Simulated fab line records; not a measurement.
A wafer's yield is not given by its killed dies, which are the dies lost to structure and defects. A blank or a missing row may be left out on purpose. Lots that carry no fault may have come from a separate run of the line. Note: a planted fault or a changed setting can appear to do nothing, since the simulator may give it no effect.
Which tool did it? + flow gf180mcu + 42 wafers from 14 lots sampled at 4 of the route's 602 steps

WHAT EACH GAUGE READ, for each wafer
GF_V2_CD_MEAS_14: the cd target is 260 nm.
| lot  | measured     | on        | cd_nm (nm)        |
|------|--------------|-----------|-------------------|
| L965 | day 20 18:14 | cd_sem-02 | 259.5 260.1 260.2 |
| L966 | day 20 21:05 | cd_sem-01 | 259.6 258.2 257.9 |
| L967 | day 21 08:31 | cd_sem-02 | 262.7 262.2 262.3 |
| L968 | day 21 21:31 | cd_sem-01 | 258.3 259.6 259.4 |
| L969 | day 22 02:46 | cd_sem-02 | 259.7 257.8 258.4 |
| L970 | day 22 06:45 | cd_sem-01 | 260.3 261.1 260.3 |
| L971 | day 22 11:49 | cd_sem-02 | 260.3 261.3 262.3 |
| L972 | day 22 18:10 | cd_sem-02 | 260.6 260.6 258.9 |
| L973 | day 23 08:42 | cd_sem-02 | 260.3 261.7 261.5 |
| L974 | day 23 14:16 | cd_sem-02 | 259.2 259.8 258.6 |
| L982 | day 26 10:17 | cd_sem-02 | 258.4 260.1 258.0 |
| L983 | day 26 16:29 | cd_sem-01 | 258.7 257.5 258.8 |
| L985 | day 27 01:43 | cd_sem-01 | 258.3 258.7 258.2 |
| L988 | day 27 23:18 | cd_sem-02 | 258.2 257.9 258.5 |

GF_M4_THK_MEAS_06: measures by xrf.
| lot  | measured     | on            | M4_ALCU_THK (nm) |
|------|--------------|---------------|------------------|
| L965 | day 22 22:33 | film_metro-04 | 443 447 456      |
| L966 | day 23 01:24 | film_metro-04 | 448 442 451      |
| L967 | day 23 11:53 | film_metro-02 | 450 450 457      |
| L968 | day 23 23:18 | film_metro-02 | 462 461 464      |
| L969 | day 24 05:52 | film_metro-03 | 450 459 452      |
| L970 | day 24 08:32 | film_metro-04 | 448 445 449      |
| L971 | day 24 13:19 | film_metro-03 | 449 456 454      |
| L972 | day 24 20:17 | film_metro-03 | 447 446 454      |
| L973 | day 25 08:53 | film_metro-02 | 458 461 457      |
| L974 | day 25 14:59 | film_metro-04 | 446 454 447      |
| L982 | day 28 07:40 | film_metro-02 | 455 459 449      |
| L983 | day 28 13:25 | film_metro-02 | 455 470 456      |
| L985 | day 28 22:30 | film_metro-03 | 455 454 459      |
| L988 | day 29 18:35 | film_metro-02 | 457 449 459      |

GF_V4_OVL_MEAS_15.
| lot  | measured     | on         | V4_OVL (nm) |
|------|--------------|------------|-------------|
| L965 | day 24 20:17 | overlay-01 | -4 7 0      |
| L966 | day 24 22:39 | overlay-02 | -3 -3 -4    |
| L967 | day 25 08:21 | overlay-02 | -1 2 1      |
| L968 | day 25 19:53 | overlay-01 | -1 5 0      |
| L969 | day 26 01:41 | overlay-02 | 2 6 3       |
| L970 | day 26 04:58 | overlay-02 | -3 -4 -6    |
| L971 | day 26 08:56 | overlay-01 | -8 2 -1     |
| L972 | day 26 16:16 | overlay-01 | 13 4 15     |
| L973 | day 27 03:41 | overlay-01 | -1 3 0      |
| L974 | day 27 10:02 | overlay-02 | 3 10 4      |
| L982 | day 29 22:54 | overlay-02 | -1 1 3      |
| L983 | day 30 05:54 | overlay-02 | 5 7 6       |
| L985 | day 30 13:39 | overlay-02 | -3 -1 0     |
| L988 | day 31 08:02 | overlay-02 | 4 1 7       |

WHAT TOOL EACH LOT RAN ON (gives the tool, then ch and the chambers of the sampled wafers, and finally the start)
| lot  | GF_STI_CMP_25                |
|------|------------------------------|
| L965 | cmp-01 ch 1,2,3, day 2 03:30 |
| L966 | cmp-01 ch 0,1,2, day 2 12:57 |
| L967 | cmp-01 ch 0,2,3, day 2 17:18 |
| L968 | cmp-01 ch 1,2, day 3 04:03   |
| L969 | cmp-02 ch 1,2,3, day 3 04:09 |
| L970 | cmp-01 ch 2,3, day 3 06:35   |
| L971 | cmp-02 ch 1,3, day 3 09:52   |
| L972 | cmp-02 ch 0,2,3, day 3 15:45 |
| L973 | cmp-01 ch 0,1, day 3 22:25   |
| L974 | cmp-01 ch 1,2,3, day 4 01:59 |
| L982 | cmp-02 ch 1,2,3, day 5 19:12 |
| L983 | cmp-02 ch 2,3, day 6 01:59   |
| L985 | cmp-01 ch 0,1,3, day 6 10:38 |
| L988 | cmp-01 ch 2,3, day 7 04:08   |
- GF_STI_CMP_25: polishes, stops on Si3N4, t overpolish 33 s, target thk 524.6 nm.

AS READ BY THE TOOLS THEMSELVES (means over the sampled wafers that have a number; for cases with no such wafer, the mark the record gives instead)
GF_STI_CMP_25.
| lot  | tool   | motor_current_A (A) | overpolish_run_s (s) | slurry_flow_ml_min | time_to_endpoint_s (s) |
|------|--------|---------------------|----------------------|--------------------|------------------------|
| L965 | cmp-01 | 13.3                | 33.001               | 150.1              | 125                    |
| L966 | cmp-01 | 13.7                | 33.002               | 149.9              | 127                    |
| L967 | cmp-01 | 13.1                | 32.998               | 149.9              | 124                    |
| L968 | cmp-01 | 14.0                | 32.998               | 149.9              | 130                    |
| L969 | cmp-02 | 12.7                | 32.999               | 149.6              | 118                    |
| L970 | cmp-01 | 13.1                | 32.997               | 150.0              | 125                    |
| L971 | cmp-02 | 11.3                | 32.994               | 149.6              | 122                    |
| L972 | cmp-02 | 12.6                | 33.009               | 150.4              | 125                    |
| L973 | cmp-01 | 14.1                | 33.008               | 149.9              | 122                    |
| L974 | cmp-01 | 13.4                | 33.005               | 150.3              | 121                    |
| L982 | cmp-02 | 12.2                | 33.005               | 150.1              | 248                    |
| L983 | cmp-02 | 13.1                | 33.011               | 149.8              | 248                    |
| L985 | cmp-01 | 13.7                | 33.003               | 149.8              | 119                    |
| L988 | cmp-01 | 13.0                | 33.003               | 150.3              | 124                    |

THE ANSWER, worked out from the rows above alone
Rule: the lots themselves supply what counts as usual. Put in order of their means at a reading, lots are off if they are a third of the lots or fewer, leave a main group of 4 or more, and stand apart from it by a gap of 3 or more times the standard deviation of the main group's means; of several such gaps the widest counts. If all means in a main group match to the digits the tables above print for the reading, that group is not used. A lot without any number at a reading at which 4 lots or more have one is off too. The other lots that the step has rows for count as sound. The gauges are gone through in route order, then the tools' own readings, and for those a lot's mean is taken as printed above. The first step at which some lot is off is used, and at that step the reading that is off furthest; a lot without a number counts as furthest.
Off: L982, L983, at GF_STI_CMP_25 (time_to_endpoint_s). For the main group the mean is 124 s and the standard deviation 3.2.
A tool fits if, at that step or a process step before it, it ran every lot that is off, and no sound lot after the first of them. One fits: GF_STI_CMP_25 on cmp-02. Its last sound lot is L972 (day 3 15:45), its first lot that is off L982 (day 5 19:12): a fault that began between those two fits.
On the lots that are off, the tool's own readings at GF_STI_CMP_25 differ by more than 5 times the standard deviation of the sound lots' means, which bears it out; time_to_endpoint_s reads 248 s there versus 124 s on the sound lots.

WHAT THE SIMULATOR HAD PUT IN
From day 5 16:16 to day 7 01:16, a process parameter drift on cmp-02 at GF_STI_CMP_25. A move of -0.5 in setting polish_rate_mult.
Struck lots among those shown: L982, L983. This agrees with what the rule above found.
